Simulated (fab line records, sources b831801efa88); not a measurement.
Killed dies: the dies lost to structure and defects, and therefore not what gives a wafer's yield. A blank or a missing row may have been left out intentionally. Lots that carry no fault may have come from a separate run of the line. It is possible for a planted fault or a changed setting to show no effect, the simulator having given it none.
fab line records	flow sky130
[record] lots = 13	wafers = 39	lastDay = 50
route steps=708 shown POLY_GATE@228 LDD_HVP@287 LDD_LDN@296 POLY_CUT@314 PAD_OPEN@708
lots untouched by any fault: they come from a run of this same line in which no faults occurred
startH: start of the lot's first displayed wafer, in hours after the record's first day	waitH: hours since the lot's step before	" identical to the entry in the row above	L1.1+2: several wafers, shown together as one row	- no value, or no start given	* or withheld: withheld	< > ~ a bound
route shown NAME@n: NAME is a module with steps in the file, n the number in the route of the first one	usual: mean/standard deviation taken from wafers without a fault	same: alike in all rows	chamber/n: place in a boat	sites: readings site by site	_std_site: their standard deviation	_edge_site: the outer-site mean with the inner-site mean subtracted	radiusMm: for every site, how far away it sits from the centre of the wafer	mask NAME#n: copy n	behind: tool/chamber where the wafer was last shaped	hold: why the lot went on hold/how many hours it stayed there/how the hold came to an end	device: transistor that didn't switch, given as n, p or np	end of line: tests of these same wafers at the route's end	a step given without rows: its recipe and nothing more	killed: dies lost to structure and defects at the first sort, not the wafer's yield	map: shows each die of a wafer: x if killed, . if not, _ if none is there
set.NAME: the setting as run; set.NAME@STEP: as run at that earlier step	model.NAME: the simulator's own value behind a step, which no gauge read
steps of the route over a sample of lots; a table a step, a row a wafer
services: the hour from which a tool's chamber was out of use, counted from the record's first day as startH (under 0 if before that day), plus the number of hours and why
[[steps]]
[step SKY_POLY_GATE_OVL_MEAS_14]
[usual] POLY_GATE_OVL = -2/4.7
lot.wafer	tool	chamber	startH	waitH	POLY_GATE_OVL[nm]
L187.2	overlay-02	-	359.65	0.1	0
L187.3	"	-	"	"	5
L187.5	"	-	"	"	6
L190.2	overlay-02	-	396.85	0.1	2
L190.4	"	-	"	"	6
L190.5	"	-	"	"	-2
L193.1	overlay-01	-	427.67	0.1	-6
L193.4	"	-	"	"	-7
L193.6	"	-	"	"	-7
L194.2	overlay-01	-	436.10	0.1	-3
L194.4	"	-	"	"	-5
L194.5	"	-	"	"	-2
L195.2	overlay-02	-	442.16	0.1	-3
L195.5	"	-	"	"	-2
L195.6	"	-	"	"	-5
L197.1	overlay-01	-	463.27	0.1	-3
L197.3	"	-	"	"	-1
L197.4	"	-	"	"	-1
L198.3	overlay-02	-	479.69	0.1	9
L198.5	"	-	"	"	0
L198.6	"	-	"	"	2
L203.1	overlay-02	-	516.87	0.1	-6
L203.4	"	-	"	"	-2
L203.6	"	-	"	"	3
L205.1	overlay-01	-	527.14	0.1	-7
L205.3	"	-	"	"	-11
L205.6	"	-	"	"	-16
L204.1	overlay-01	-	528.89	0.1	2
L204.2	"	-	"	"	-1
L204.6	"	-	"	"	1
L207.1	overlay-01	-	559.02	0.1	-7
L207.3	"	-	"	"	-6
L207.5	"	-	"	"	-1
L209.2	overlay-02	-	568.70	0.1	-9
L209.5	"	-	"	"	-5
L209.6	"	-	"	"	-8
L210.2	overlay-02	-	572.11	0.1	-13
L210.3	"	-	"	"	1
L210.4	"	-	"	"	1
[step SKY_LDD_HVP_STRIP_09]
[recipe] chemistry = O2/N2	powerW = 1400	pressureMtorr = 1500	platenTempC = withheld	o2FlowSccm = 3000	n2FlowSccm = 300	overashFraction = 0.5
[usual] drypumpMotorCurrentA = 5.8/0.45	oesProductAu = 0.408/0.0045	stripTimeToEndpointS = 4.144/0.015
lot.wafer	tool	chamber	startH	waitH	drypumpMotorCurrentA	oesProductAu	rfHoursCounterH	stripTimeToEndpointS
L187.2	plasmaAsher-01	1	484.79	0.1	6.3	0.409	6	4.158
L187.3	"	1	"	"	6.3	0.406	-	4.137
L187.5	"	0	"	"	5.3	0.409	-	4.165
L190.2	plasmaAsher-01	1	524.77	0.1	6.3	0.404	10	4.158
L190.4	"	0	"	"	5.3	0.416	-	4.182
L190.5	"	1	"	"	6.3	0.403	-	4.149
L193.1	plasmaAsher-02	1	552.67	0.1	5.4	0.413	39	4.170
L193.4	"	0	"	"	5.9	0.412	-	4.162
L193.6	"	0	"	"	5.9	0.407	-	4.141
L194.2	plasmaAsher-02	1	561.37	0.1	5.3	0.416	40	4.141
L194.4	"	0	"	"	5.9	0.404	-	4.145
L194.5	"	1	"	"	5.3	0.406	-	4.133
L195.2	plasmaAsher-03	1	567.54	0.1	5.6	0.407	80	4.127
L195.5	"	1	"	"	5.6	0.411	-	4.128
L195.6	"	0	"	"	6.5	0.416	-	4.146
L197.1	plasmaAsher-02	0	586.87	0.1	5.9	0.412	42	4.155
L197.3	"	0	"	"	5.9	0.412	-	4.146
L197.4	"	1	"	"	5.4	0.413	-	4.162
L198.3	plasmaAsher-02	1	603.24	0.1	5.3	0.404	-	4.147
L198.5	"	0	"	"	5.9	0.409	-	4.124
L198.6	"	1	"	"	5.3	0.403	-	4.126
L203.1	plasmaAsher-02	0	638.26	0.1	5.9	0.409	47	4.170
L203.4	"	1	"	"	5.3	0.413	-	4.133
L203.6	"	0	"	"	5.9	0.415	-	4.131
L205.1	plasmaAsher-03	1	646.21	0.1	5.6	0.405	87	4.125
L205.3	"	0	"	"	6.5	0.410	-	4.132
L205.6	"	1	"	"	5.6	0.401	-	4.150
L204.1	plasmaAsher-02	1	648.91	0.1	5.3	0.412	48	4.119
L204.2	"	0	"	"	5.9	0.402	48	4.141
L204.6	"	0	"	"	5.9	0.415	-	4.151
L207.1	plasmaAsher-03	0	678.76	0.1	6.5	0.407	90	4.122
L207.3	"	1	"	"	5.6	0.405	-	4.119
L207.5	"	1	"	"	5.6	0.408	-	4.150
L209.2	plasmaAsher-03	1	687.68	0.1	5.6	0.409	92	4.170
L209.5	"	1	"	"	5.6	0.404	-	4.161
L209.6	"	0	"	"	6.5	0.407	-	4.144
L210.2	plasmaAsher-03	1	690.27	0.1	5.6	0.415	92	4.149
L210.3	"	0	"	"	6.5	0.404	-	4.154
L210.4	"	1	"	"	5.6	0.410	-	4.124
[step SKY_LDD_LDN_OVL_MEAS_07]
[usual] LDD_LDN_OVL = -0.5/1.5
lot.wafer	tool	chamber	startH	waitH	LDD_LDN_OVL[nm]
L187.2	overlay-01	-	515.16	0.1	0.1
L187.3	"	-	"	"	-1.8
L187.5	"	-	"	"	-0.5
L190.2	overlay-02	-	554.23	0.1	1.9
L190.4	"	-	"	"	1.4
L190.5	"	-	"	"	-0.5
L193.1	overlay-01	-	582.67	0.1	1.3
L193.4	"	-	"	"	3.2
L193.6	"	-	"	"	1.4
L194.2	overlay-01	-	591.68	0.1	-0.4
L194.4	"	-	"	"	-0.8
L194.5	"	-	"	"	0.0
L195.2	overlay-02	-	597.08	0.1	-3.5
L195.5	"	-	"	"	-3.5
L195.6	"	-	"	"	-1.2
L197.1	overlay-02	-	615.72	0.1	-1.5
L197.3	"	-	"	"	0.9
L197.4	"	-	"	"	-1.2
L198.3	overlay-02	-	631.42	0.1	-2.1
L198.5	"	-	"	"	-1.0
L198.6	"	-	"	"	-1.5
L203.1	overlay-01	-	666.20	0.1	-1.1
L203.4	"	-	"	"	1.4
L203.6	"	-	"	"	-0.9
L205.1	overlay-02	-	675.67	0.1	-3.0
L205.3	"	-	"	"	-3.1
L205.6	"	-	"	"	-1.3
L204.1	overlay-01	-	677.97	0.1	-1.7
L204.2	"	-	"	"	-1.2
L204.6	"	-	"	"	-1.8
L207.1	overlay-01	-	706.80	0.1	0.7
L207.3	"	-	"	"	0.4
L207.5	"	-	"	"	3.6
L209.2	overlay-02	-	715.23	0.1	-0.1
L209.5	"	-	"	"	0.3
L209.6	"	-	"	"	-0.5
L210.2	overlay-01	-	717.53	0.1	-1.1
L210.3	"	-	"	"	-1.4
L210.4	"	-	"	"	-0.8
[step SKY_POLY_CUT_DEVELOP_07]
[recipe] developTimeS = 60	resist = KrF-thick	devTempC = 21
[usual] chillPlateTempC = 23.00/0.11	developerTempC = 20.99/0.095
lot.wafer	tool	chamber	startH	waitH	chillPlateTempC	developerTempC
L187.2	lithoTrack-01	0	552	-	23.13	21.09
L187.3	"	0	"	"	23.07	20.90
L187.5	"	0	"	"	23.04	20.97
L190.2	lithoTrack-01	0	586	-	23.09	20.91
L190.4	"	0	"	"	22.99	20.92
L190.5	"	0	"	"	22.94	20.96
L193.1	lithoTrack-01	0	614	-	22.88	21.85
L193.4	"	0	"	"	23.02	21.95
L193.6	"	0	"	"	22.90	21.79
L194.2	lithoTrack-02	0	622	-	23.08	21.06
L194.4	"	0	"	"	23.00	20.97
L194.5	"	0	"	"	23.03	20.98
L195.2	lithoTrack-02	0	628	-	22.92	21.04
L195.5	"	0	"	"	22.98	21.01
L195.6	"	0	"	"	23.09	21.01
L197.1	lithoTrack-01	0	647	-	23.07	21.71
L197.3	"	0	"	"	23.01	21.82
L197.4	"	0	"	"	23.09	21.71
L198.3	lithoTrack-03	0	662	-	22.91	21.06
L198.5	"	0	"	"	22.88	21.09
L198.6	"	0	"	"	22.93	21.06
L203.1	lithoTrack-03	0	696	-	22.94	20.99
L203.4	"	0	"	"	23.10	21.04
L203.6	"	0	"	"	23.06	20.97
L205.1	lithoTrack-02	0	706	-	23.06	20.84
L205.3	"	0	"	"	23.07	21.01
L205.6	"	0	"	"	22.95	21.00
L204.1	lithoTrack-01	0	708	-	22.94	21.00
L204.2	"	0	"	"	22.75	20.94
L204.6	"	0	"	"	22.83	20.91
L207.1	lithoTrack-01	0	736	-	22.88	21.01
L207.3	"	0	"	"	23.10	20.88
L207.5	"	0	"	"	22.89	20.97
L209.2	lithoTrack-01	0	743	-	23.06	21.15
L209.5	"	0	"	"	22.90	21.11
L209.6	"	0	"	"	22.84	21.12
L210.2	lithoTrack-03	0	747	-	23.18	21.05
L210.3	"	0	748	-	23.12	20.94
L210.4	"	0	"	"	23.35	21.17
[step SKY_PAD_OPEN_PROBE_99]
[usual] killed_at_M0_to_M3 = 44/7.3	killed_at_M4_up = 3.5/1.8	killedAtContacts = 24/5.8	killedAtFrontEnd = 16/4.3	killedAtOther = 0.5/0.68	killedDies = 88/9.4	killedOnRim = 17/3.7	killedOpen = 48/6.8	killedShort = 40/6.1
[same] grossDies = 492	killedAtBackSide = 0
lot.wafer	tool	chamber	startH	waitH	killed_at_M0_to_M3	killed_at_M4_up	killedAtContacts	killedAtFrontEnd	killedAtOther	killedDies	killedOnRim	killedOpen	killedShort
L193.1	prober-02	-	1114.34	0.1	42	4	28	12	0	86	17	46	39
L193.4	prober-02	-	1114.49	0.2	48	1	26	13	1	89	22	48	41
L193.6	prober-02	-	1114.59	0.2	49	0	19	12	0	80	16	36	44
L194.2	prober-01	-	1121.91	0.1	47	3	14	21	0	85	13	43	42
L194.4	prober-01	-	1122.01	0.2	43	3	21	14	3	84	16	44	39
L194.5	prober-01	-	1122.06	0.2	43	4	19	17	0	83	19	41	41
L197.1	prober-02	-	1142.25	0.1	53	7	35	13	0	108	16	53	54
L197.3	prober-02	-	1142.35	0.2	39	6	21	6	2	74	13	33	41
L197.4	prober-02	-	1142.40	0.2	41	4	22	13	0	80	21	42	38
L198.3	prober-01	-	1146.56	0.2	50	8	16	18	0	92	18	56	35
L198.5	prober-01	-	1146.66	0.2	48	2	16	15	1	82	18	45	35
L198.6	prober-01	-	1146.71	0.2	57	2	18	17	2	96	14	50	44
L204.1	prober-02	-	1181.23	0.1	51	2	18	18	1	90	18	47	41
L204.2	prober-02	-	1181.28	0.1	50	0	25	18	0	93	19	41	49
L204.6	prober-02	-	1181.48	0.2	54	2	25	10	0	91	19	50	40
L207.1	prober-01	-	1195.28	0.1	43	4	35	12	0	94	18	52	42
L207.3	prober-01	-	1195.38	0.2	40	3	18	19	0	80	14	49	31
L207.5	prober-01	-	1195.48	0.2	40	3	28	4	0	75	11	42	32
L209.2	prober-02	-	1198.10	0.1	41	2	26	16	1	86	17	52	32
L209.5	prober-02	-	1198.25	0.2	50	4	24	12	0	90	16	53	37
L209.6	prober-02	-	1198.30	0.2	59	5	30	19	3	116	21	62	51
// killed by level:class
L193.1 LI_CONTACT:geometricParticle:open=10 VIA2:geometricParticle:open=8 CONTACT:geometricParticle:open=7 VIA3:geometricParticle:open=6 LOCAL_INTERCONNECT:geometricParticle:short=5 VIA1:geometricParticle:open=5 VIA2:geometricParticle:short=5 POLY_GATE:geometricParticle:open=4
L193.4 VIA1:geometricParticle:open=11 VIA2:geometricParticle:open=10 CONTACT:geometricParticle:open=9 METAL2:geometricParticle:short=7 LI_CONTACT:geometricParticle:open=6 CONTACT:geometricParticle:short=5 POLY_GATE:geometricParticle:short=4 METAL1:geometricParticle:short=4
L193.6 METAL1:geometricParticle:short=9 VIA1:geometricParticle:open=8 LI_CONTACT:geometricParticle:open=7 VIA1:geometricParticle:short=6 VIA3:geometricParticle:open=6 POLY_GATE:geometricParticle:short=5 METAL2:geometricParticle:short=5 CONTACT:geometricParticle:open=4
L194.2 VIA1:geometricParticle:open=10 METAL2:geometricParticle:short=7 FIELD_ISO:geometricParticle:open=6 VIA1:geometricParticle:short=6 CONTACT:geometricParticle:open=6 VIA2:geometricParticle:open=5 METAL1:geometricParticle:short=5 VIA3:geometricParticle:open=5
L194.4 VIA1:geometricParticle:open=10 LI_CONTACT:geometricParticle:open=9 METAL2:geometricParticle:short=6 POLY_GATE:geometricParticle:open=5 VIA3:geometricParticle:open=5 METAL3:geometricParticle:short=5 LI_CONTACT:geometricParticle:short=4 LOCAL_INTERCONNECT:geometricParticle:short=4
L194.5 VIA1:geometricParticle:open=9 VIA2:geometricParticle:open=6 METAL2:geometricParticle:short=5 LI_CONTACT:geometricParticle:open=5 LOCAL_INTERCONNECT:geometricParticle:short=5 METAL1:geometricParticle:short=5 FIELD_ISO:geometricParticle:short=4 CONTACT:geometricParticle:open=4
L197.1 CONTACT:geometricParticle:open=13 VIA1:geometricParticle:open=12 METAL1:geometricParticle:short=10 LOCAL_INTERCONNECT:geometricParticle:short=8 FIELD_ISO:geometricParticle:short=5 LI_CONTACT:geometricParticle:open=5 CONTACT:geometricParticle:short=5 METAL1:geometricParticle:open=5
L197.3 CONTACT:geometricParticle:open=8 VIA1:geometricParticle:open=6 VIA2:geometricParticle:open=6 CONTACT:geometricParticle:short=5 METAL2:geometricParticle:short=5 VIA3:geometricParticle:open=4 VIA3:geometricParticle:short=4 METAL1:geometricParticle:short=4
L197.4 VIA1:geometricParticle:open=8 CONTACT:geometricParticle:open=7 VIA2:geometricParticle:open=7 LOCAL_INTERCONNECT:geometricParticle:short=6 METAL2:geometricParticle:short=6 LI_CONTACT:geometricParticle:open=5 POLY_GATE:geometricParticle:short=4 VIA1:geometricParticle:short=4
L198.3 VIA2:geometricParticle:open=10 VIA1:geometricParticle:open=9 CONTACT:geometricParticle:open=8 VIA3:geometricParticle:open=7 VIA1:geometricParticle:short=6 FIELD_ISO:geometricParticle:open=5 POLY_GATE:geometricParticle:short=4 METAL4:geometricParticle:short=4
L198.5 METAL1:geometricParticle:short=14 VIA3:geometricParticle:open=8 VIA2:geometricParticle:open=7 CONTACT:geometricParticle:open=6 FIELD_ISO:geometricParticle:open=5 VIA1:geometricParticle:short=5 CONTACT:geometricParticle:short=4 METAL1:geometricParticle:open=4
L198.6 VIA1:geometricParticle:open=15 METAL1:geometricParticle:short=8 CONTACT:geometricParticle:open=7 VIA2:geometricParticle:open=7 VIA1:geometricParticle:short=6 LI_CONTACT:geometricParticle:open=6 METAL2:geometricParticle:short=6 VIA3:geometricParticle:short=6
L204.1 VIA1:geometricParticle:open=15 METAL1:geometricParticle:short=7 FIELD_ISO:geometricParticle:short=6 CONTACT:geometricParticle:open=6 VIA2:geometricParticle:open=6 VIA3:geometricParticle:open=6 CONTACT:geometricParticle:short=5 VIA1:geometricParticle:short=5
L204.2 VIA2:geometricParticle:open=8 POLY_GATE:geometricParticle:short=7 LI_CONTACT:geometricParticle:short=7 LI_CONTACT:geometricParticle:open=7 VIA1:geometricParticle:open=7 VIA1:geometricParticle:short=7 METAL2:geometricParticle:short=6 VIA3:geometricParticle:open=6
L204.6 VIA1:geometricParticle:open=12 VIA2:geometricParticle:open=11 CONTACT:geometricParticle:open=9 LI_CONTACT:geometricParticle:open=7 METAL2:geometricParticle:short=7 VIA3:geometricParticle:open=6 METAL1:geometricParticle:short=5 METAL3:geometricParticle:short=5
L207.1 VIA1:geometricParticle:open=13 LI_CONTACT:geometricParticle:open=12 CONTACT:geometricParticle:open=8 CONTACT:geometricParticle:short=7 METAL2:geometricParticle:short=7 FIELD_ISO:geometricParticle:open=6 LI_CONTACT:geometricParticle:short=5 METAL3:geometricParticle:short=5
L207.3 VIA1:geometricParticle:open=10 CONTACT:geometricParticle:open=7 FIELD_ISO:geometricParticle:open=6 METAL1:geometricParticle:short=6 FIELD_ISO:geometricParticle:short=5 LI_CONTACT:geometricParticle:open=5 VIA2:geometricParticle:open=5 METAL2:geometricParticle:open=4
L207.5 VIA1:geometricParticle:open=10 CONTACT:geometricParticle:open=10 LI_CONTACT:geometricParticle:open=8 METAL1:geometricParticle:short=7 LOCAL_INTERCONNECT:geometricParticle:short=6 METAL2:geometricParticle:short=5 VIA2:geometricParticle:open=5 VIA3:geometricParticle:open=4
L209.2 VIA1:geometricParticle:open=15 CONTACT:geometricParticle:open=9 LI_CONTACT:geometricParticle:open=7 CONTACT:geometricParticle:short=6 POLY_GATE:geometricParticle:open=4 METAL1:geometricParticle:short=4 METAL2:geometricParticle:short=4 VIA2:geometricParticle:open=4
L209.5 LI_CONTACT:geometricParticle:open=10 VIA2:geometricParticle:open=10 VIA1:geometricParticle:open=8 VIA3:geometricParticle:open=8 CONTACT:geometricParticle:open=6 VIA1:geometricParticle:short=5 METAL2:geometricParticle:short=4 LOCAL_INTERCONNECT:geometricParticle:short=4
L209.6 VIA1:geometricParticle:open=15 VIA3:geometricParticle:open=12 LI_CONTACT:geometricParticle:open=8 CONTACT:geometricParticle:open=7 CONTACT:geometricParticle:short=7 VIA1:geometricParticle:short=7 FIELD_ISO:geometricParticle:open=6 LI_CONTACT:geometricParticle:short=6
[[services]]
tool	chamber	startH	hours	kind
plasmaAsher-03	-	471.37	7.7	repair
plasmaAsher-01	-	500.83	1.7	repair
plasmaAsher-03	-	601.60	2.7	repair
lithoTrack-01	-	634.13	-	consumableReplace:filter
plasmaAsher-03	-	641.69	2.8	pm
plasmaAsher-01	-	686.82	2.7	repair
plasmaAsher-03	-	746.18	2.1	repair
[[key]]
[firstSign] step = SKY_POLY_CUT_DEVELOP_07	reading = developerTempC	direction = up	sigmas = 8.6	usual = *	struck = *
effect none on later readings
metAt SKY_POLY_CUT_DEVELOP_07
struckLots L193,L197
testerLeftOut L193,L197
[loopTrim] step = SKY_POLY_CUT_EXPOSE_05	setting = dose	lots = L197
notActingAt SKY_POLY_GATE_OVL_MEAS_14,SKY_LDD_HVP_STRIP_09,SKY_LDD_LDN_OVL_MEAS_07
onsetBetween 586 614
[fault] kind = processParameterDrift	tool = lithoTrack-01	chamber = -	onsetH = 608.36	steps = SKY_POLY_CUT_DEVELOP_07	channel = devTempC	offset = *	shape = step	endH = 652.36	actsIn = *	stated = *
// testerLeftOut: of these lots the tester's yield and bins aren't shown, on N5 and GAA mostly nor the transistor test; their killed dies are dies lost to structure and defects alone, not to doping, threshold or leakage, so they don't give the yield
// loopTrim: a control loop set the setting to another value than it would have without faults
